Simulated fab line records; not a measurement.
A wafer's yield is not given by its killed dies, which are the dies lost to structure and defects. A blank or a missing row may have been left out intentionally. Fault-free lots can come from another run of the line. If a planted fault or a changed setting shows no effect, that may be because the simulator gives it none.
A lot that was struck, set against a sound lot || flow sky130 || 17 out of 708 route steps
Sound: these wafers, L717.3, L717.4, L717.6. The struck wafers were L720.2, L720.3, L720.5. The cause is given at the end.
For every step that has rows: the tool of each side, followed by ch and its chambers, followed by its first start. Under that, the readings that differ: sound wafers || struck wafers || difference of the means || sigmas: that difference in standard deviations of wafers without a fault.
alike: readings with means less than 2 such deviations apart, plus words and numbers identical on both sides. not compared: withheld readings, readings lacking a value on some wafer, bounds such as >300 that could conceal the same value, and numbers that have no deviation in the record and whose values overlap.
Wherever a step has rows on one side only, a row that says differs or no value, or a row with sigmas, the two part there. When numbers do not overlap yet have no deviation, they are printed without sigmas and do not part them. A reading that every wafer of one side lacks parts them only if that side has two wafers or more.

first, 3 steps without rows for these wafers: SKY_LDD_P_EXPOSE_04 (exposes mask PSDM, target cd 380 nm); SKY_LDD_P_PEB_05; SKY_LDD_P_DEVELOP_06 (develop time 60 s).
SKY_LDD_P_CD_MEAS_07: the cd target is 380 nm.
  sound: cd sem-02 at day 23 02:46; struck: cd sem-02 at day 23 17:02
  alike: cd nm
SKY_LDD_P_OVL_MEAS_08:
  sound: overlay-02 at day 23 02:51; struck: overlay-02 at day 23 17:08
  alike: LDD_P_OVL
after that, 1 step had no rows for these wafers: SKY_LDD_P_IMPLANT_09.
SKY_LDD_P_STRIP_10: strips in O2/N2.
  sound on plasma asher-02 ch 0,1, day 23 03:04; struck on plasma asher-01 ch 0,1, day 23 17:19
  alike: drypump motor current A, oes product au, strip time to endpoint s
  not compared: rf hours counter h
SKY_LDD_P_TW_MEAS_11:
  sound: film metro-02 at day 23 03:08; struck: film metro-01 at day 23 17:26
{"reading": "LDD_P_TW", "sound": "650 642 647", "struck": "630 631 631", "difference": -16, "sigmas": -2}
then, 4 steps without rows for these wafers: SKY_LDD_HVN_DEHYDRATE_00 (time 60 s); SKY_LDD_HVN_HMDS_01 (prime time 60 s); SKY_LDD_HVN_COAT_02 (resist thk 300 nm); SKY_LDD_HVN_SOFTBAKE_03 (time 60 s).
SKY_LDD_HVN_EXPOSE_04: exposes mask HVNTM, target cd 700 nm.
  sound on iline stepper-01 ch 0, day 23 17:53; struck on iline stepper-01 ch 0, day 24 08:53
{"reading": "model.LDD_HVN.overlay x nm (nm)", "sound": "-2.422 -2.422 -2.422", "struck": "-54.23 -54.23 -54.23", "difference": -51.81, "sigmas": ""}
  alike: mask, focus offset nm, stage vel mm s
then, 2 steps without rows for these wafers: SKY_LDD_HVN_PEB_05; SKY_LDD_HVN_DEVELOP_06 (develop time 60 s).
SKY_LDD_HVN_OVL_MEAS_07:
  sound: overlay-01 at day 24 08:35; struck: overlay-01 at day 24 23:04
{"reading": "LDD_HVN_OVL (nm)", "sound": "-1.5 -1.5 -0.5", "struck": "-55.4 -55.7 -55.4", "difference": -54.3, "sigmas": -42}
  not compared: hold
after that, 1 step had no rows for these wafers: SKY_PAD_OPEN_PROBE_99.

## WHERE THEY PART
Last at SKY_LDD_HVN_OVL_MEAS_07 as far as this record goes, first at SKY_LDD_P_TW_MEAS_11.

WHY: what the simulator had put in
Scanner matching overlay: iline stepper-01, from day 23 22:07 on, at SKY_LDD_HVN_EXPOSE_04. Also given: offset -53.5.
